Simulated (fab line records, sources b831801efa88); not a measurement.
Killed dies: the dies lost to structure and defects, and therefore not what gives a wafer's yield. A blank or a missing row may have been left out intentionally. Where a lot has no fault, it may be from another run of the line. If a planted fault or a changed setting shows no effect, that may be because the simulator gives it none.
Comparing a struck lot with a sound one -- flow sky130 -- 16 out of 708 route steps
Sound: these wafers, L120.1, L120.5, L120.6. Wafers L115.1, L115.4, L115.5 were the ones struck. The cause is given at the end.
For every step that has rows: the tool of each side, followed by ch and its chambers, followed by its first start. Under that, the readings that differ: sound wafers -- struck wafers -- difference of the means -- sigmas: that difference in standard deviations of wafers without a fault.
alike: readings whose means differ by less than 2 such deviations, and words and numbers that are the same on both sides. not compared: withheld readings, readings that some wafer has no value for, bounds like >300 that may hide the same value, and numbers for which the record gives no deviation and whose values overlap.
A row with sigmas, a row that says differs or no value, or rows on one side alone: a step with any of these is where the two part. When numbers do not overlap yet have no deviation, they are printed without sigmas and do not part them. A reading that every wafer of one side lacks parts them only if that side has two wafers or more.

first, 3 steps without rows for these wafers: SKY_LI_CONTACT_EXPOSE_09 (exposes mask LICM1, target cd 170 nm); SKY_LI_CONTACT_PEB_10; SKY_LI_CONTACT_DEVELOP_11 (develop time 60 s).
SKY_LI_CONTACT_CD_MEAS_12: the cd target is 170 nm.
  sound: cd-sem-01 at day 33 12:02; struck: cd-sem-01 at day 31 04:09
  alike: cd-nm
SKY_LI_CONTACT_OVL_MEAS_13:
  sound: overlay-01 at day 33 12:10; struck: overlay-01 at day 31 04:16
  alike: LI_CONTACT_OVL
SKY_LI_CONTACT_ETCH_14: etches BARC in N2/H2, stops on SiO2, time 45.9 s, target depth 60 nm.
  sound on rie-diel-02 ch 0,1,2, day 33 12:12; struck on rie-diel-03 ch 1,3, day 31 04:19
  alike: drypump-motor-current-A, oes-product-au, rf-fwd-power-W, throttle-valve-pct
  not compared: rf-hours-counter-h
SKY_LI_CONTACT_ETCH_15: etches PSG in C4F8/O2/Ar, stops on Si, target depth 600 nm.
  sound on rie-diel-02 ch 0,1,2, day 33 12:14; struck on rie-diel-03 ch 1,3, day 31 04:21
  alike: oes-product-au, rf-fwd-power-W
SKY_LI_CONTACT_STRIP_16: strips in O2/N2.
  sound on plasma-asher-01 ch 0,1, day 33 12:19; struck on plasma-asher-01 ch 0,1, day 31 04:26
  alike: drypump-motor-current-A, oes-product-au, strip-time-to-endpoint-s
  not compared: rf-hours-counter-h
then, 3 steps without rows for these wafers: SKY_LI_CONTACT_CLEAN_17 (cleans in NMP, time 600 s); SKY_LI_CONTACT_PRE_CLEAN_18 (time 5.6 s); SKY_LI_CONTACT_SPUTTER_19 (material Ti, target thk 20 nm, time 106.37 s).
SKY_LI_CONTACT_SPUTTER_20: material TiN, target thk 20 nm, time 80 s.
  sound: pvd-sputter-04 at day 33 12:41; struck: pvd-sputter-02 at day 31 04:49
  alike: chamber-pressure-pa, throttle-valve-pct
SKY_LI_CONTACT_CVD_21: deposits W, target thk 400 nm, time 120.56 s.
  sound on cvd-w-01 ch 0,1, day 33 12:45; struck on cvd-w-02 ch 0,1, day 31 04:52
reading,sound,struck,difference,sigmas
chamber-pressure-Torr (Torr),40.03 39.95 40.06,31.19 31.04 31.19,-8.87,-99 or more
heater-power-w (W),1073 983 1074,774 790 776,-263,-2
model.W_of_LI_CONTACT_CVD_21.thk-nm (nm),396.5 400.8 398.2,354.7 355.9 358.7,-42.1,
SKY_LI_CONTACT_RS_MEAS_22: measures by four-point-probe.
  sound: film-metro-03 at day 33 12:53; struck: film-metro-02 at day 31 04:59
reading,sound,struck,difference,sigmas
LI_CONTACT_W_RS (ohm/sq),0.2882 0.2847 0.2862,0.3209 0.3201 0.3178,+0.0332,+12
SKY_LI_CONTACT_THK_MEAS_23: measures by xrf.
  sound: film-metro-03 at day 33 13:00; struck: film-metro-02 at day 31 05:07
reading,sound,struck,difference,sigmas
LI_CONTACT_W_THK (nm),397 406 404,353 355 359,-47,-8
SKY_LI_CONTACT_CMP_24: polishes, stops on PSG, t overpolish 20 s, target thk 0 nm.
  sound on cmp-02 ch 1,2,3, day 33 13:13; struck on cmp-01 ch 1,3, day 31 05:13
  alike: motor-current-A, time-to-endpoint-s

WHERE THEY PART
At SKY_LI_CONTACT_CVD_21 first; at SKY_LI_CONTACT_THK_MEAS_23 last (within this record only). Later steps at which nothing parts them and some readings are alike: SKY_LI_CONTACT_CMP_24.

WHY: what had been put in by the simulator
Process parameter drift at SKY_LI_CONTACT_CVD_21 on cvd-w-02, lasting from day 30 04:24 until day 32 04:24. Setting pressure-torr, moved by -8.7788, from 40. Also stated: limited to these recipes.
